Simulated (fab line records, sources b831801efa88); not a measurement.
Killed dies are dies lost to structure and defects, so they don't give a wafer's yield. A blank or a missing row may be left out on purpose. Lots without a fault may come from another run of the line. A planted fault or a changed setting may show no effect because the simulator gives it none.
One fault seen from 2 desks | flow sky130 | each desk has only its own numbers; what lay behind them comes last

THE METROLOGY DESK
What the gauges read, lot by lot, whatever tool the lot ran on: means of the sampled wafers that have a number. A lot is out of limits, marked OUT, if its mean lies more than 4 standard deviations from the usual mean; the brackets give that distance.
Columns: A = cd_nm at SKY_SD_P_CD_MEAS_07, usual 380 nm; B = RES_XHIGH_TW at SKY_RES_XHIGH_TW_MEAS_09, usual 1634; C = RES_XHIGH_RS at SKY_SD_N_RS_MEAS_18, usual 333.4 ohm/sq
lot  | first seen here | A   | B              | C
L198 | day 25 03:08    | 379 | 1628           | 333.4
L200 | day 25 22:16    | 380 | 1640           | 332.7
L201 | day 26 19:09    | 376 | 1644           | 332.9
L208 | day 29 05:55    | 382 | 1642           | 332.6
L213 | day 30 09:02    | 380 | 1526 (-11) OUT | 389.2 (+47) OUT
L214 | day 30 19:21    | 378 | 1526 (-11) OUT | 389.5 (+47) OUT
L216 | day 31 16:08    | 385 | 1633           | 333.2
L219 | day 32 22:43    | 383 | 1644           | 333.4
L220 | day 32 23:00    | 380 | 1641           | 334.0
L221 | day 33 06:11    | 384 | 1625           | 334.4
This desk's finding: out of limits on L213, L214; first on L213, day 31 12:16 (RES_XHIGH_TW at SKY_RES_XHIGH_TW_MEAS_09). In limits: L198, L200, L201, L208, L216, L219, L220, L221.

THE TOOL OWNER'S DESK: implanter-03
The tool's own readings at SKY_RES_XHIGH_IMPLANT_07: means of the sampled wafers that have a number, for each lot that ran on this tool. A lot is out of limits, marked OUT, if its mean lies more than 4 standard deviations from the usual mean; the brackets give that distance.
Columns: A = beam_on_s at SKY_RES_XHIGH_IMPLANT_07, usual 41.2 s; B = dose_ions_cm2 at SKY_RES_XHIGH_IMPLANT_07, usual 3.6e+14
lot  | first seen here | A               | B
L200 | day 27 03:15    | 39.0            | 3.6e+14
L208 | day 30 09:50    | 38.0            | 3.6e+14
L213 | day 31 12:02    | 31.5 (-4.9) OUT | 2.9e+14 (-99 or more) OUT
L214 | day 31 22:07    | 31.4 (-4.9) OUT | 2.9e+14 (-99 or more) OUT
This desk's finding: out of limits on L213, L214; first on L213, day 31 12:02 (beam_on_s at SKY_RES_XHIGH_IMPLANT_07). In limits: L200, L208.

PUT TOGETHER
The tool owner's desk could have raised an alarm at day 31 12:02, on L213, L214.
The metrology desk could have raised an alarm at day 31 12:16, on L213, L214.
Of the lots named, all ran SKY_RES_XHIGH_IMPLANT_07 on implanter-03.

WHAT THE SIMULATOR HAD PUT IN
Process parameter drift: implanter-03, from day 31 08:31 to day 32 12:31, at SKY_RES_XHIGH_IMPLANT_07. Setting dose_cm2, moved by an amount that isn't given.
Lots struck among those shown: L213, L214.
Hours from the fault's start to each desk's first reading out of limits: the tool owner's desk, 4; the metrology desk, 4.
